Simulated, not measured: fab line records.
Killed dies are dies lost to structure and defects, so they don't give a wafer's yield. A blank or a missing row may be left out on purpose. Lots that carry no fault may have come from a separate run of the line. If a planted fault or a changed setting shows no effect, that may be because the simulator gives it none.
Chamber matching + flow sky130 + SKY_VIA2_CMP_02 on cmp-02: 4 sister chambers
The step polishes SiO2. 30 wafers are shown with their chamber, then 12 later ones without.

## EACH WAFER AND ITS CHAMBER
| wafer  | chamber | motor current A (A) |
|--------|---------|---------------------|
| L075.4 | 3       | 12.5                |
| L075.5 | 0       | 10.3                |
| L075.6 | 3       | 12.1                |
| L080.1 | 3       | 11.9                |
| L080.3 | 0       | 10.0                |
| L080.6 | 0       | 10.1                |
| L082.4 | 1       | 14.8                |
| L082.5 | 1       | 14.6                |
| L082.6 | 0       | 10.1                |
| L083.1 | 2       | 13.4                |
| L083.2 | 3       | 12.3                |
| L083.3 | 1       | 14.0                |
| L085.1 | 0       | 9.7                 |
| L085.2 | 1       | 14.3                |
| L085.5 | 1       | 13.8                |
| L086.1 | 1       | 14.3                |
| L086.2 | 3       | 12.2                |
| L086.5 | 1       | 14.0                |
| L087.3 | 0       | 10.3                |
| L087.4 | 2       | 12.6                |
| L087.6 | 1       | 14.1                |
| L088.2 | 0       | 10.7                |
| L088.4 | 1       | 14.3                |
| L088.6 | 2       | 13.1                |
| L089.4 | 3       | 12.3                |
| L089.5 | 0       | 9.9                 |
| L089.6 | 3       | 11.3                |
| L090.1 | 1       | 14.3                |
| L090.5 | 3       | 12.3                |
| L090.6 | 0       | 10.7                |

SIGNATURES (averages over the wafers above)
| reading         | chamber 0 | chamber 1 | chamber 2 | chamber 3 | scatter within a chamber |
|-----------------|-----------|-----------|-----------|-----------|--------------------------|
| motor current A | 10.200    | 14.250    | 13.033    | 12.113    | 0.34                     |
Rule: distance of a wafer from a chamber = root of the sum over the readings of ((wafer's reading minus chamber's mean) / reading's scatter) squared. The wafer belongs to the nearest chamber; if the next one is less than 2 further off, it can't be placed. How the scatter is found: for the shown wafers, subtract from each reading the mean of its chamber, square and add these, divide the total by (wafers less chambers), then take the root.

## WAFERS WITHOUT THEIR CHAMBER
| wafer  | motor current A (A) |
|--------|---------------------|
| L091.1 | 12.6                |
| L091.4 | 10.4                |
| L091.5 | 9.8                 |
| L093.1 | 14.2                |
| L093.4 | 10.2                |
| L093.6 | 10.8                |
| L092.1 | 13.4                |
| L092.4 | 11.6                |
| L092.5 | 14.7                |
| L097.3 | 10.6                |
| L097.4 | 11.8                |
| L097.6 | 13.0                |

## EACH ONE'S CHAMBER
| wafer  | from the rows above     | in truth |
|--------|-------------------------|----------|
| L091.1 | can't be placed: 2 or 3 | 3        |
| L091.4 | 0                       | 0        |
| L091.5 | 0                       | 0        |
| L093.1 | 1                       | 1        |
| L093.4 | 0                       | 0        |
| L093.6 | 0                       | 0        |
| L092.1 | can't be placed: 2 or 1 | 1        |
| L092.4 | 3                       | 3        |
| L092.5 | 1                       | 1        |
| L097.3 | 0                       | 0        |
| L097.4 | 3                       | 3        |
| L097.6 | 2                       | 2        |
Correctly placed: 10 of 12. From these rows, 2 cannot be placed; in 2 the true chamber is one of the candidates. Number placed wrongly: 0.
